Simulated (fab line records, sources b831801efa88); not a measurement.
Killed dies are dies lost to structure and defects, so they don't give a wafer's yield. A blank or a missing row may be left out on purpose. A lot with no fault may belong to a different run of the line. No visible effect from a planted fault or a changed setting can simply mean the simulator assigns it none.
Chamber matching ; flow sfq_line ; 4 sister chambers for SFQ_TRILAYER_I7_CMP_CMP_184 on cmp-01
The step polishes SiO2. 4 wafers are shown with their chamber, then 7 later ones without.

== WAFERS PAIRED WITH THEIR CHAMBERS ==
wafer;chamber;time_to_endpoint_s (s)
L654.1;2;216
L662.5;0;217
L663.2;1;201
L663.3;3;218

== WAFERS WHOSE CHAMBER IS MISSING ==
wafer;time_to_endpoint_s (s)
L663.5;214
L664.4;213
L664.5;208
L664.6;214
L666.2;221
L666.3;223
L666.5;227

== WHICH CHAMBER EACH ONE RAN IN ==
wafer;from the rows above;in truth
L663.5;can't be placed: 2 or 0 or 3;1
L664.4;can't be placed: 2 or 0 or 3 or 1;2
L664.5;can't be placed: 1 or 2 or 0 or 3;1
L664.6;can't be placed: 2 or 0 or 3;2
L666.2;can't be placed: 3 or 0 or 2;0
L666.3;can't be placed: 3 or 0 or 2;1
L666.5;can't be placed: 3 or 0 or 2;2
Placed correctly: 0 of 7. From these rows, 7 cannot be placed; in 5 the true chamber is one of the candidates. Wrongly placed: 0.
How it was worked out, from the rows above alone: a wafer's distance from a chamber is the root of the sum, over the readings, of the square of ((its reading less the chamber's mean) divided by the reading's scatter). If the next closest chamber is less than 2 further off than the closest, the wafer can't be placed; otherwise it belongs to the closest. The mean given for a chamber averages the wafers shown for that chamber. The scatter (one wafer shown for each chamber): square how far every hidden wafer sits from the nearest shown wafer, average those squares and take the square root.
